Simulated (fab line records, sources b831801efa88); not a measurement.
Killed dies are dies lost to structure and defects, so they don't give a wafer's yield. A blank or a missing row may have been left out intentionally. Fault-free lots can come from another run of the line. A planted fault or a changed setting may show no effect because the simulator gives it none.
A lot that was struck, set against a sound lot -- flow gf180mcu -- 18 steps out of a route of 602
Sound: the wafers L296.1, L296.2, L296.6. Wafers struck: L311.1, L311.3, L311.4. The cause is given at the end.
Each step with rows lists, per side, the tool, then ch with its chambers, then its first start. Under that, the readings that differ: sound wafers -- struck wafers -- difference of the means -- sigmas: that difference in standard deviations of wafers without a fault.
alike: readings whose means differ by less than 2 such deviations, and words and numbers that are the same on both sides. not compared: withheld readings, readings that some wafer has no value for, bounds like >300 that may hide the same value, and numbers for which the record gives no deviation and whose values overlap.
Wherever a step has rows on one side only, a row that says differs or no value, or a row with sigmas, the two part there. Numbers that don't overlap but have no deviation are shown without sigmas and don't part them. A reading that every wafer of one side lacks parts them only if that side has two wafers or more.

first, 3 steps without rows for these wafers: GF_V3_EXPOSE_11 (exposes mask Via3, target cd 260 nm); GF_V3_PEB_12 (peb time 90 s); GF_V3_DEVELOP_13 (develop time 60 s).
GF_V3_CD_MEAS_14: the cd target is 260 nm.
  sound on cdSem-01 at day 25 10:28; struck on cdSem-01 at day 29 13:45
  alike: cdNm
GF_V3_OVL_MEAS_15:
  sound on overlay-02 at day 25 10:35; struck on overlay-02 at day 29 13:52
  alike: V3_OVL
then, 1 step without rows for these wafers: GF_V3_ETCH_16 (etches BARC in N2/H2).
GF_V3_ETCH_17: etches SiO2 in C4F8/O2/Ar, stops on TiN, target depth 635 nm.
  sound: rieDiel-01 ch 0,1,2; struck: rieDiel-03 ch 0,1,3
  alike: oesProductAu
GF_V3_STRIP_18: strips in O2/N2.
  sound on plasmaAsher-04 ch 0,1, day 25 10:44; struck on plasmaAsher-03 ch 0,1, day 29 14:02
reading,sound,struck,difference,sigmas
heaterPowerW (W),352 357 354,312 322 305,-41,-2
  alike: drypumpMotorCurrentA, o2FlowSccm, oesProductAu
  not compared: rfHoursCounterH
then, 2 steps without rows for these wafers: GF_V3_STRIP_19 (strips in post etch residue remover, time 1200 s); GF_V3_CLEAN_20 (cleans in DIW).
GF_V3_SPUTTER_21: material Ti, target thk 15 nm, time 80.02 s.
  sound on pvdSputter-03 at day 25 11:19; struck on pvdSputter-01 at day 29 14:42
  alike: throttleValvePct
GF_V3_SPUTTER_22: material TiN, target thk 10 nm, time 40 s.
  sound on pvdSputter-03 at day 25 11:22; struck on pvdSputter-01 at day 29 14:46
  alike: throttleValvePct
GF_V3_CVD_23: deposits W, target thk 350 nm, time 104.9 s.
  sound on cvdW-01 ch 0,1, day 25 11:25; struck on cvdW-01 ch 1, day 29 14:48
reading,sound,struck,difference,sigmas
susceptorTempC (C),399.75 400.19 399.92,406.22 406.15 406.04,+6.18,+28
model.W_of_V3_CVD_23.thkNm (nm),347 352.9 342.2,392.5 393.5 392.6,+45.5,
  alike: heaterPowerW
GF_V3_RS_MEAS_24: a four-point-probe measurement.
  sound on filmMetro-02 at day 25 11:32; struck on filmMetro-03 at day 29 15:02
reading,sound,struck,difference,sigmas
V3_W_RS (ohm/sq),0.331 0.325 0.335,0.291 0.290 0.291,-0.040,-8
GF_V3_THK_MEAS_25: measures by xrf.
  sound on filmMetro-02 at day 25 11:39; struck on filmMetro-03 at day 29 15:09
reading,sound,struck,difference,sigmas
V3_W_THK (nm),352 361 350,400 402 403,+47,+8
GF_V3_CMP_26: polishes, stops on SiO2, t overpolish 15 s, target thk 0 nm.
  sound on cmp-01 ch 1,2, day 25 11:43; struck on cmp-01 ch 0,1,3, day 29 15:13
reading,sound,struck,difference,sigmas
timeToEndpointS (s),89 85 84,89 93 97,+7,+2
  alike: motorCurrentA
GF_M4_SPUTTER_00: material Ti, target thk 37.5 nm, time 150 s.
  sound on pvdSputter-04 at day 25 12:01; struck on pvdSputter-04 at day 29 15:31
  alike: throttleValvePct
GF_PASSIVATION_PROBE_99:
  the record holds rows for the sound wafers here (prober-01, day 31 13:41) but none for the struck ones

## WHERE THEY PART
Last at GF_PASSIVATION_PROBE_99 as far as this record goes, first at GF_V3_STRIP_18.

WHY: the cause the simulator had injected
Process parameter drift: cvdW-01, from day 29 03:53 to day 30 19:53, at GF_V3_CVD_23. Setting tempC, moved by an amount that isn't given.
